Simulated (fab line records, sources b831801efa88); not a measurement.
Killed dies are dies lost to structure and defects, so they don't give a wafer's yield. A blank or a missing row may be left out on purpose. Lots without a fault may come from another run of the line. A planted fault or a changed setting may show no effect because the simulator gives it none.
One fault seen from 2 desks | flow sky130 | each desk has only its own numbers; what lay behind them comes last

THE METROLOGY DESK
What the gauges read, lot by lot, whatever tool the lot ran on: means of the sampled wafers that have a number. A lot is out of limits, marked OUT, if its mean lies more than 4 standard deviations from the usual mean; the brackets give that distance.
Columns: A = cd_nm at SKY_LI_CONTACT_CD_MEAS_12, usual 169.6 nm
lot  | first seen here | A
L209 | day 29 00:25    | 168.8
L211 | day 29 19:05    | 167.7
L215 | day 31 15:30    | 168.7
L222 | day 33 23:06    | 169.3
L224 | day 34 08:00    | 170.5
L225 | day 34 11:08    | 168.2
L226 | day 35 06:40    | 168.9
L229 | day 36 10:06    | 170.3
L231 | day 36 12:27    | 167.7
L230 | day 36 13:41    | 170.6
L232 | day 36 16:39    | 167.5
This desk's finding: nothing out of limits on any of the 11 lots.

THE TOOL OWNER'S DESK: rie_metal-03
The tool's own readings at SKY_LOCAL_INTERCONNECT_ETCH_13 (etches BARC in N2/H2, stops on SiO2, time 45.9 s, target depth 60 nm): means of the sampled wafers that have a number, for each lot that ran on this tool. A lot is out of limits, marked OUT, if its mean lies more than 4 standard deviations from the usual mean; the brackets give that distance.
Columns: A = drypump_motor_current_A at SKY_LOCAL_INTERCONNECT_ETCH_13, usual 6.2 A; B = oes_product_au at SKY_LOCAL_INTERCONNECT_ETCH_13, usual 0.855 a.u.; C = rf_fwd_power_W at SKY_LOCAL_INTERCONNECT_ETCH_13, usual 495.3 W; D = throttle_valve_pct at SKY_LOCAL_INTERCONNECT_ETCH_13, usual 13.224 %
lot  | first seen here | A   | B     | C     | D
L211 | day 31 00:06    | 6.2 | 0.854 | 495.1 | 13.221
L215 | day 32 20:11    | 6.1 | 0.856 | 495.1 | 13.222
L224 | day 35 11:52    | 6.1 | 0.851 | 497.5 | 13.219
L225 | day 35 14:44    | 6.1 | 0.855 | 496.7 | 13.227
This desk's finding: nothing out of limits on any of the 4 lots.

PUT TOGETHER
The metrology desk saw nothing out of limits.
The tool owner's desk saw nothing out of limits.

WHAT THE SIMULATOR HAD PUT IN
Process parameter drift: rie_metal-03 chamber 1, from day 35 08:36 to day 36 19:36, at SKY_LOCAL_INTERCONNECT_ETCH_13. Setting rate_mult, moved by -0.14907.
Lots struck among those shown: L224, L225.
